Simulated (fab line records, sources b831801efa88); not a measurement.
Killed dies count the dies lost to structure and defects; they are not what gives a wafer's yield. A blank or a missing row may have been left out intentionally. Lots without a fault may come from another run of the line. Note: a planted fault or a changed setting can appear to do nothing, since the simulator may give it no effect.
Struck lot and sound lot, side by side	flow sky130	16 steps out of a route of 708
Sound: the wafers L263.1, L263.3, L263.4. The struck wafers were L266.1, L266.5, L266.6. The cause is given at the end.
Per side, at each step with rows, come the tool, then ch with its chambers, and then its first start. Under that, the readings that differ: sound wafers	struck wafers	difference of the means	sigmas: that difference in standard deviations of wafers without a fault.
alike: same words and numbers on both sides, and readings whose means sit less than 2 such deviations apart. not compared: any withheld reading, any reading some wafer has no value for, any bound like >300 that may hide the same value, and any number with overlapping values for which the record gives no deviation.
Wherever a step has rows on one side only, a row that says differs or no value, or a row with sigmas, the two part there. Numbers that have no deviation but don't overlap get no sigmas and don't part them. A reading missing from all wafers of one side parts the sides only when that side holds two or more wafers.

SKY_SPACER_THK_MEAS_01:
  sound on film-metro-02, day 22 23:38; struck on film-metro-02, day 24 05:35
  alike: SPACER_CVD_00_THK
SKY_SPACER_ETCHBACK_02: etches Si3N4 in CH3F/O2, stops on SiO2, time 46.7 s, target depth 45 nm.
  sound on rie-diel-03 ch 1,2,3, day 22 23:41; struck on rie-diel-03 ch 0,1,2, day 24 05:39
  alike: drypump-motor-current-A, oes-product-au, throttle-valve-pct
  not compared: rf-hours-counter-h
then, 8 steps without rows for these wafers: SKY_POLY_CUT_DEHYDRATE_00 (time 60 s); SKY_POLY_CUT_HMDS_01 (prime time 60 s); SKY_POLY_CUT_COAT_02 (resist thk 60 nm); SKY_POLY_CUT_COAT_03 (resist thk 450 nm); SKY_POLY_CUT_SOFTBAKE_04 (time 90 s); SKY_POLY_CUT_EXPOSE_05 (exposes mask NPCM, target cd 270 nm); SKY_POLY_CUT_PEB_06; SKY_POLY_CUT_DEVELOP_07 (develop time 60 s).
SKY_POLY_CUT_CD_MEAS_08: target cd 270 nm.
  sound on cd-sem-01, day 24 05:30; struck on cd-sem-01, day 25 10:51
  alike: cd-nm
SKY_POLY_CUT_OVL_MEAS_09:
  sound on overlay-02, day 24 05:37; struck on overlay-02, day 25 10:58
  alike: POLY_CUT_OVL
SKY_POLY_CUT_ETCH_10: etches BARC in N2/H2, stops on SiO2, time 45.9 s, target depth 60 nm.
  sound on rie-diel-04 ch 1,2,3, day 24 05:40; struck on rie-diel-04 ch 2,3, day 25 11:01
  no value came back on the struck wafers for any of 6 readings (bias-w (W), chamber-pressure-mTorr (mTorr) and others); on the sound wafers bias-w (W) reads 100.2 99.5 100.1
reading	sound	struck	difference	sigmas
model.KrF-thick_of_POLY_CUT_COAT_03.thk-nm (nm)	408.3 408.2 408.2	435 436.2 434.3	+27	
SKY_POLY_CUT_ETCH_11: etches Si3N4 in CF4/CH2F2/Ar, stops on poly-Si, time 42.5 s, target depth 60 nm.
  sound on rie-diel-04 ch 1,2,3, day 24 05:42; struck on rie-diel-04 ch 2,3, day 25 11:03
reading	sound	struck	difference	sigmas
ch2f2-flow-sccm (sccm)	20.02 20.01 20.16	19.97 19.86 19.96	-0.13	-2
oes-product-au (a.u.)	0.836 0.832 0.832	0.374 0.376 0.376	-0.458	-74
throttle-valve-pct (%)	14.985 14.989 15.006	14.966 14.947 14.970	-0.032	-4
  alike: bias-w, cf4-flow-sccm, drypump-motor-current-A
  not compared: rf-hours-counter-h
SKY_POLY_CUT_STRIP_12: strips in O2/N2.
  sound on plasma-asher-02 ch 0,1, day 24 05:44; struck on plasma-asher-03 ch 0,1, day 25 11:05
reading	sound	struck	difference	sigmas
strip-time-to-endpoint-s (s)	5.346 5.355 5.360	5.609 5.624 5.602	+0.258	+15
  alike: drypump-motor-current-A, oes-product-au
  not compared: rf-hours-counter-h
-- the record jumps here: 21 days lie between the struck wafers' starts before and after (it left off in module POLY_CUT and takes up again in module PAD_OPEN, whose first step shown is number 708 of the route) --
SKY_PAD_OPEN_PROBE_99:
  the record has rows for the struck wafers here (prober-02, day 46 17:57) and none for the sound ones

== WHERE THEY PART ==
At SKY_POLY_CUT_ETCH_10 first; at SKY_PAD_OPEN_PROBE_99 last (within this record only).

WHY: what the simulator had put in
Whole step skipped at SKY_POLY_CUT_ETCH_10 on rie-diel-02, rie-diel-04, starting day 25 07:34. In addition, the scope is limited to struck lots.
